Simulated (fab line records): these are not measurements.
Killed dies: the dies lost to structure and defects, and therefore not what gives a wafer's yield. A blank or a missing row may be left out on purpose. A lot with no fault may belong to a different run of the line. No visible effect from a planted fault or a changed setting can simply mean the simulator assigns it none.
Problem report, 8D (eight disciplines) form, completed by code | flow sky130 | the parts of the form that need people (team, actions taken, sign-off) are left out

== 1. THE PROBLEM ==
At SKY_LOCAL_INTERCONNECT_ETCH_13, oesProductAu averages 0.808 a.u. over 7 wafers from 3 lots, while fault-free wafers read 0.854 a.u., standard deviation 0.0049. That puts it -9.4 standard deviations away from the usual mean.
The step: etches BARC in N2/H2, stops on SiO2, time 45.9 s, target depth 60 nm.
Seen first at day 36 09:39 on rieMetal-01, wafer L157.4. The record holds 33 wafers of 11 lots with a number at this step. Rule for "out", or "out of limits": more than 4 standard deviations from the usual mean. The rest of the wafers with a number are treated as sound.

== 2. WHAT IT IS, AND WHAT IT ISN'T ==
question                    | is                                                     | is not
which readings at this step | oesProductAu, runLengthS                               | drypumpMotorCurrentA, rfFwdPowerW, throttleValvePct
which lots                  | L157, L158, L159                                       | L141, L145, L148, L151, L154, L160, L162, L163
which wafers of those lots  | L157.4, L158.3, L158.4, L158.5, L159.1, L159.3, L159.6 | L157.2, L157.3
read on which tools         | rieMetal-01                                            | rieMetal-02, rieMetal-04
when                        | from day 36 09:39                                      | up to then (17 sound wafers); but 9 sound wafers of L160, L162, L163 came after

== 3. THE SUSPECTS, EACH WITH WHAT RULES IT OUT ==
Counting: any tool at a process step up to the reading remains a suspect provided it ran every lot that is out. Sound lots after the first of them don't rule it out here, since some wafers of a struck lot are sound.
- rieMetal-01 at SKY_LOCAL_INTERCONNECT_ETCH_13 (etches BARC in N2/H2, stops on SiO2, time 45.9 s, target depth 60 nm): kept. Every lot that is out went through it, the first being L157 (day 36 09:39); the last sound lot it ran before that was L151 (day 35 02:15). Its own oesProductAu, runLengthS readings are out on those wafers.
- Within rieMetal-01 at SKY_LOCAL_INTERCONNECT_ETCH_13, the wafers that are out were processed in chamber 1 and their sound lot-mates in chamber 0.
After counting, what remains is rieMetal-01 at SKY_LOCAL_INTERCONNECT_ETCH_13.

== 4. THE CAUSE (what the simulator had put in) ==
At SKY_LOCAL_INTERCONNECT_ETCH_13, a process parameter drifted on rieMetal-01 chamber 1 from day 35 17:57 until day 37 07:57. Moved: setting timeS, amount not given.
After counting, this tool was the only one left.

== 5. THE CHAIN OF EFFECTS, in route order ==
One row per reading whose mean, taken over the struck wafers that have a number, lies over 3 standard deviations from the usual. Scope: only readings with a usual standard deviation given in the record; hours: median across lots of the time from each lot's start at the first step in this table that gives one to its start at this step; sigmas: change in usual standard deviations.
hours | step                            | reading              | usual      | on struck wafers | change | sigmas
0     | SKY_LOCAL_INTERCONNECT_ETCH_13  | oesProductAu         | 0.854 a.u. | 0.808            | -0.046 | -9.4
0     | SKY_LOCAL_INTERCONNECT_ETCH_13  | runLengthS           | 73.9 s     | 78.4             | +4.5   | +6.7
0     | SKY_LOCAL_INTERCONNECT_STRIP_15 | stripTimeToEndpointS | 4.726 s    | 4.671            | -0.055 | -3.1
Its process steps:
- SKY_LOCAL_INTERCONNECT_ETCH_13: etches BARC in N2/H2, stops on SiO2, time 45.9 s, target depth 60 nm.
- SKY_LOCAL_INTERCONNECT_STRIP_15: strips in O2/N2.

== 6. WHAT WOULD HAVE CAUGHT IT SOONER ==
The fault began at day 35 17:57; the first out-of-limits reading in this record came at day 36 09:39, 16 hours later.
